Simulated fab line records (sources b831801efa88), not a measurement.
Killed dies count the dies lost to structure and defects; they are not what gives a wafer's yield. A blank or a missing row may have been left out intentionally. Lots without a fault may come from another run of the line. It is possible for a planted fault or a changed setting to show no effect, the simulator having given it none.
Split-lot study :: flow sfqLine :: 23 wafers read across 5 lots, on a route 325 steps long

THE SPLIT
At SFQ_TRILAYER_I3_VIA_LITHO_EXPOSE_086 (exposes mask I3, target cd 500 nm), the setting doseMj was moved away from the recipe's 21.3 on 5 of the 23 wafers read, by -6.2% to -3.9%. This setting was run at the recipe's value on the other wafers.

FROM THE SPLIT TO THE READING: what the file shows between them, 3 steps
- SFQ_TRILAYER_I3_VIA_LITHO_PEB_088: peb time 60 s
- SFQ_TRILAYER_I3_VIA_LITHO_DEVELOP_087: time 60 s
- SFQ_TRILAYER_I3_VIA_BARC_OPEN_VIA_ETCH_121: etches BARC in O2, target depth 125 nm, time 41.7 s

THE READING
I3.cdNm (the simulator's own value, which no gauge read), in nm, at SFQ_TRILAYER_I3_VIA_ETCH_VIA_ETCH_088 (etches SiO2 in CHF3, stops on Nb, target depth 260 nm). The file gives no usual value for it. Average 500.6 nm, standard deviation 1.8 nm, over the 18 wafers here run with the recipe.

wafer: L075.1
tool, chamber at the split: krfScanner-01, 0
doseMj as run: 21.3
against the recipe: recipe
I3.cdNm, nm: 499.9
against lot-mates on the recipe: -

wafer: L075.2
tool, chamber at the split: krfScanner-01, 0
doseMj as run: 21.3
against the recipe: recipe
I3.cdNm, nm: 503.3
against lot-mates on the recipe: -

wafer: L075.3
tool, chamber at the split: krfScanner-01, 0
doseMj as run: 21.3
against the recipe: recipe
I3.cdNm, nm: 497.9
against lot-mates on the recipe: -

wafer: L075.4
tool, chamber at the split: krfScanner-01, 0
doseMj as run: 21.3
against the recipe: recipe
I3.cdNm, nm: 500.6
against lot-mates on the recipe: -

wafer: L075.5
tool, chamber at the split: krfScanner-01, 0
doseMj as run: 21.3
against the recipe: recipe
I3.cdNm, nm: 499.1
against lot-mates on the recipe: -

wafer: L076.1
tool, chamber at the split: krfScanner-01, 0
doseMj as run: 21.3
against the recipe: recipe
I3.cdNm, nm: 501.1
against lot-mates on the recipe: -

wafer: L076.2
tool, chamber at the split: krfScanner-01, 0
doseMj as run: 21.3
against the recipe: recipe
I3.cdNm, nm: 504.4
against lot-mates on the recipe: -

wafer: L076.4
tool, chamber at the split: krfScanner-01, 0
doseMj as run: 21.3
against the recipe: recipe
I3.cdNm, nm: 502.2
against lot-mates on the recipe: -

wafer: L076.5
tool, chamber at the split: krfScanner-01, 0
doseMj as run: 21.3
against the recipe: recipe
I3.cdNm, nm: 502.3
against lot-mates on the recipe: -

wafer: L076.6
tool, chamber at the split: krfScanner-01, 0
doseMj as run: 21.3
against the recipe: recipe
I3.cdNm, nm: 499.4
against lot-mates on the recipe: -

wafer: L077.1
tool, chamber at the split: krfScanner-01, 0
doseMj as run: 21.3
against the recipe: recipe
I3.cdNm, nm: 500.4
against lot-mates on the recipe: -

wafer: L077.2
tool, chamber at the split: krfScanner-01, 0
doseMj as run: 19.99
against the recipe: -6.2%
I3.cdNm, nm: 493.6
against lot-mates on the recipe: -6.0

wafer: L077.3
tool, chamber at the split: krfScanner-01, 0
doseMj as run: 21.3
against the recipe: recipe
I3.cdNm, nm: 498.8
against lot-mates on the recipe: -

wafer: L077.4
tool, chamber at the split: krfScanner-01, 0
doseMj as run: 19.99
against the recipe: -6.2%
I3.cdNm, nm: 488
against lot-mates on the recipe: -11.6

wafer: L077.5
tool, chamber at the split: krfScanner-01, 0
doseMj as run: 19.99
against the recipe: -6.2%
I3.cdNm, nm: 487.5
against lot-mates on the recipe: -12.1

wafer: L082.2
tool, chamber at the split: krfScanner-02, 0
doseMj as run: 21.3
against the recipe: recipe
I3.cdNm, nm: 501.1
against lot-mates on the recipe: -

wafer: L082.3
tool, chamber at the split: krfScanner-02, 0
doseMj as run: 21.3
against the recipe: recipe
I3.cdNm, nm: 501.6
against lot-mates on the recipe: -

wafer: L082.4
tool, chamber at the split: krfScanner-02, 0
doseMj as run: 20.46
against the recipe: -3.9%
I3.cdNm, nm: 493.5
against lot-mates on the recipe: -7.8

wafer: L082.5
tool, chamber at the split: krfScanner-02, 0
doseMj as run: 20.46
against the recipe: -3.9%
I3.cdNm, nm: 494.5
against lot-mates on the recipe: -6.8

wafer: L082.6
tool, chamber at the split: krfScanner-02, 0
doseMj as run: 21.3
against the recipe: recipe
I3.cdNm, nm: 501.2
against lot-mates on the recipe: -

wafer: L083.2
tool, chamber at the split: krfScanner-02, 0
doseMj as run: 21.3
against the recipe: recipe
I3.cdNm, nm: 500.9
against lot-mates on the recipe: -

wafer: L083.3
tool, chamber at the split: krfScanner-02, 0
doseMj as run: 21.3
against the recipe: recipe
I3.cdNm, nm: 499.1
against lot-mates on the recipe: -

wafer: L083.6
tool, chamber at the split: krfScanner-02, 0
doseMj as run: 21.3
against the recipe: recipe
I3.cdNm, nm: 496.9
against lot-mates on the recipe: -

FIT RESULTS
A straight line over all 23 wafers: I3.cdNm changes by +1.75 nm for each +1% of doseMj; r = +0.90; the points scatter about the line by 2 nm.
The same after taking each lot's own level away (the mean of its wafers on the recipe; 23 wafers): +1.66 nm for each +1%; r = +0.91; scatter 1.7 nm.
Per that fit: largest doseMj move, reading shift of 10 nm.
Across the lots, their own levels run from 498.97 to 501.88 nm, a range of 1.6 times the standard deviation given above.
Hence the lot-to-lot level has little effect on the slope; both slopes agree.
Check: with one of the wafers moved furthest among these (-6.2%) left out of the fit, the line predicts -11.7 nm for it against its lot-mates. It came out at -6 nm against them.

ADDITIONAL SPLITS CARRIED BY THESE WAFERS
Note: prior to the reading, these wafers also went through further splits. Each is held against what the fit with the lots' levels taken away leaves over:
other split on the same wafers: SFQ_TRILAYER_M2_BARC_OPEN_METAL_ETCH_077 icpW
wafers away from the commonest value: 9
r with I3.cdNm (lot level and that fit taken away): -0.11

other split on the same wafers: SFQ_TRILAYER_I2_DEP_PECVD_063 rfW
wafers away from the commonest value: 10
r with I3.cdNm (lot level and that fit taken away): -0.04

other split on the same wafers: SFQ_TRILAYER_I2_VIA_LITHO_COAT_072 spinRpm
wafers away from the commonest value: 12
r with I3.cdNm (lot level and that fit taken away): -0.17

other split on the same wafers: SFQ_TRILAYER_M3_LITHO_COAT_080 spinRpm
wafers away from the commonest value: 8
r with I3.cdNm (lot level and that fit taken away): -0.02

other split on the same wafers: SFQ_TRILAYER_M3_BARC_OPEN_METAL_ETCH_100 pressureMtorr
wafers away from the commonest value: 18
r with I3.cdNm (lot level and that fit taken away): -0.06

THE WHOLE CHAIN: every reading that the file lists as answering this split, in the file's order
step: SFQ_TRILAYER_I3_VIA_BARC_OPEN_VIA_ETCH_121
what it does: etches BARC in O2, target depth 125 nm, time 41.7 s
reading: I3.cdNm (the simulator's own value, which no gauge read)
change (the file's fit): +1.56 nm for each +1% of the setting
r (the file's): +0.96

step: SFQ_TRILAYER_I3_VIA_ETCH_VIA_ETCH_088
what it does: etches SiO2 in CHF3, stops on Nb, target depth 260 nm
reading: I3.cdNm (the simulator's own value, which no gauge read)
change (the file's fit): +1.67 nm for each +1% of the setting
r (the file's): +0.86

FILE'S OWN FIT
I3.cdNm changes by +1.67 nm for each +1% of doseMj, r = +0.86.
